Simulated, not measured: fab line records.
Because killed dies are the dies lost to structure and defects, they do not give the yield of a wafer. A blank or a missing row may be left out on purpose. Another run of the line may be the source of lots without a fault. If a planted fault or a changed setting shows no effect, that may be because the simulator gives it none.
The same fault as seen by 2 desks	flow gf180mcu	numbers are kept per desk, each desk with only its own; the story behind them comes last

THE METROLOGY DESK
What the gauges read, lot by lot, whatever tool the lot ran on: means of the sampled wafers that have a number. Marked OUT: a lot whose mean sits more than 4 standard deviations from the usual mean, which makes it out of limits; the brackets give that distance.
Columns: A = V5_BOW at GF_V5_BOW_MEAS_05, usual 132 um
lot	first seen here	A
L762	day 26 09:07	137
L763	day 26 17:26	141
L764	day 26 20:31	135
L766	day 27 13:04	131
L767	day 27 23:01	130
L770	day 28 22:40	124
L777	day 31 05:10	128
L778	day 31 10:02	138
L782	day 32 08:03	131
L783	day 32 11:22	141
L784	day 32 11:50	128
L785	day 32 20:45	124
Finding of this desk: none of the 12 lots has anything out of limits.

AT THE TOOL OWNER'S DESK: lithoTrack-01
The tool's own readings at GF_HV_LDD_DEVELOP_30 (develop time 60 s): means of the sampled wafers that have a number, for each lot that ran on this tool. Marked OUT: a lot whose mean sits more than 4 standard deviations from the usual mean, which makes it out of limits; the brackets give that distance.
Columns: A = developerTempC at GF_HV_LDD_DEVELOP_30, usual 22.46 C
lot	first seen here	A
L763	day 11 19:54	22.39
L767	day 13 01:39	22.39
L770	day 14 03:39	22.51
L774	day 15 14:39	22.46
L775	day 16 03:37	22.56
L785	day 19 00:00	22.55
Finding of this desk: none of the 6 lots has anything out of limits.

BROUGHT TOGETHER
From the metrology desk's view, nothing was out of limits.
The tool owner's desk saw nothing out of limits.

WHAT HAD BEEN PUT IN BY THE SIMULATOR
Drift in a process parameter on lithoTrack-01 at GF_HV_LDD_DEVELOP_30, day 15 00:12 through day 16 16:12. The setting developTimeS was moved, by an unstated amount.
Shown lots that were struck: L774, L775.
